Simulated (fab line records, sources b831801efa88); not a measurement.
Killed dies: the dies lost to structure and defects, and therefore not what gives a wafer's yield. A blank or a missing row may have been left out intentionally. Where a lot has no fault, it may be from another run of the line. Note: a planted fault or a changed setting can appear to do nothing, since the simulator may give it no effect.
Matching of chambers    flow sky130    SKY_FIELD_ISO_CMP_27 on cmp-02: 4 sister chambers
The step polishes, stops on Si3N4, t overpolish 16 s, target thk 457.8 nm. 4 wafers are shown with their chamber, then 9 later ones without.

EACH WAFER AND ITS CHAMBER
wafer   chamber  motorCurrentA (A)
L387.1  3        12.3
L399.1  0        12.3
L399.3  1        11.7
L399.4  2        14.0

WAFERS WITH NO CHAMBER GIVEN
wafer   motorCurrentA (A)
L400.3  13.3
L400.4  12.7
L400.5  11.9
L401.1  11.7
L401.3  13.8
L401.5  14.3
L405.1  12.1
L405.3  12.4
L405.5  13.5

CHAMBER TAKEN BY EACH
wafer   from the rows above           in truth
L400.3  can't be placed: 2 or 0 or 3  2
L400.4  can't be placed: 0 or 3 or 1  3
L400.5  can't be placed: 1 or 0 or 3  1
L401.1  can't be placed: 1 or 0 or 3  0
L401.3  2                             2
L401.5  2                             2
L405.1  can't be placed: 0 or 3 or 1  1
L405.3  can't be placed: 0 or 3 or 1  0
L405.5  can't be placed: 2 or 0 or 3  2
Correct placement for 2 of the 9. Not placeable from these rows: 7 (in 7, the candidates include the true chamber). 0 placed wrongly.
How it was worked out, from the rows above alone: a wafer's distance from a chamber is the root of the sum, over the readings, of the square of ((its reading less the chamber's mean) divided by the reading's scatter). If the next closest chamber is less than 2 further off than the closest, the wafer can't be placed; otherwise it belongs to the closest. Each chamber's mean is taken over the wafers shown for it. The scatter (one wafer shown for each chamber): square how far every hidden wafer sits from the nearest shown wafer, average those squares and take the square root.
